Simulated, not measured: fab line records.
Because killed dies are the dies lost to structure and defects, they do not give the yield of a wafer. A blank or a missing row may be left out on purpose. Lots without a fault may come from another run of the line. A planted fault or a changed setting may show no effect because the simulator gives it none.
Matching of chambers || flow sky130 || cmp-02 running SKY_VIA3_CMP_24: 4 sister chambers
The step polishes, stops on SiO2, t overpolish 20 s, target thk 0 nm. 4 wafers are shown with their chamber, then 12 later ones without.

## EACH WAFER AND ITS CHAMBER
{"wafer": "L086.1", "chamber": 0, "motor_current_A (A)": 12.2}
{"wafer": "L086.4", "chamber": 1, "motor_current_A (A)": 9.5}
{"wafer": "L090.5", "chamber": 2, "motor_current_A (A)": 10.4}
{"wafer": "L090.6", "chamber": 3, "motor_current_A (A)": 12.1}

## WAFERS WITH NO CHAMBER GIVEN
{"wafer": "L090.1", "motor_current_A (A)": 12.4}
{"wafer": "L090.3", "motor_current_A (A)": 12.3}
{"wafer": "L090.4", "motor_current_A (A)": 9.5}
{"wafer": "L092.2", "motor_current_A (A)": 12.9}
{"wafer": "L092.3", "motor_current_A (A)": 12.0}
{"wafer": "L092.5", "motor_current_A (A)": 11.9}
{"wafer": "L092.1", "motor_current_A (A)": 9.5}
{"wafer": "L092.4", "motor_current_A (A)": 10.1}
{"wafer": "L092.6", "motor_current_A (A)": 11.8}
{"wafer": "L091.1", "motor_current_A (A)": 11.9}
{"wafer": "L091.5", "motor_current_A (A)": 11.9}
{"wafer": "L091.6", "motor_current_A (A)": 12.1}

## WHICH CHAMBER EACH ONE RAN IN
{"wafer": "L090.1", "from the rows above": "can't be placed: 0 or 3", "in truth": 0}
{"wafer": "L090.3", "from the rows above": "can't be placed: 0 or 3", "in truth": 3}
{"wafer": "L090.4", "from the rows above": 1, "in truth": 1}
{"wafer": "L092.2", "from the rows above": "can't be placed: 0 or 3", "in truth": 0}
{"wafer": "L092.3", "from the rows above": "can't be placed: 3 or 0", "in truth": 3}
{"wafer": "L092.5", "from the rows above": "can't be placed: 3 or 0", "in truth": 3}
{"wafer": "L092.1", "from the rows above": 1, "in truth": 1}
{"wafer": "L092.4", "from the rows above": "can't be placed: 2 or 1", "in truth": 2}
{"wafer": "L092.6", "from the rows above": "can't be placed: 3 or 0", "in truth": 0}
{"wafer": "L091.1", "from the rows above": "can't be placed: 3 or 0", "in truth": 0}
{"wafer": "L091.5", "from the rows above": "can't be placed: 3 or 0", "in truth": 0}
{"wafer": "L091.6", "from the rows above": "can't be placed: 3 or 0", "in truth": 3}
Correct placement for 2 of the 12. From these rows, 10 cannot be placed; in 10 the true chamber is one of the candidates. Number placed wrongly: 0.
How it was worked out, from the rows above alone: a wafer's distance from a chamber is the root of the sum, over the readings, of the square of ((its reading less the chamber's mean) divided by the reading's scatter). If the next closest chamber is less than 2 further off than the closest, the wafer can't be placed; otherwise it belongs to the closest. A chamber's mean is the mean of its shown wafers. The scatter: with one shown wafer a chamber, the root of the mean of the squares of how far each hidden wafer lies from its nearest shown one.
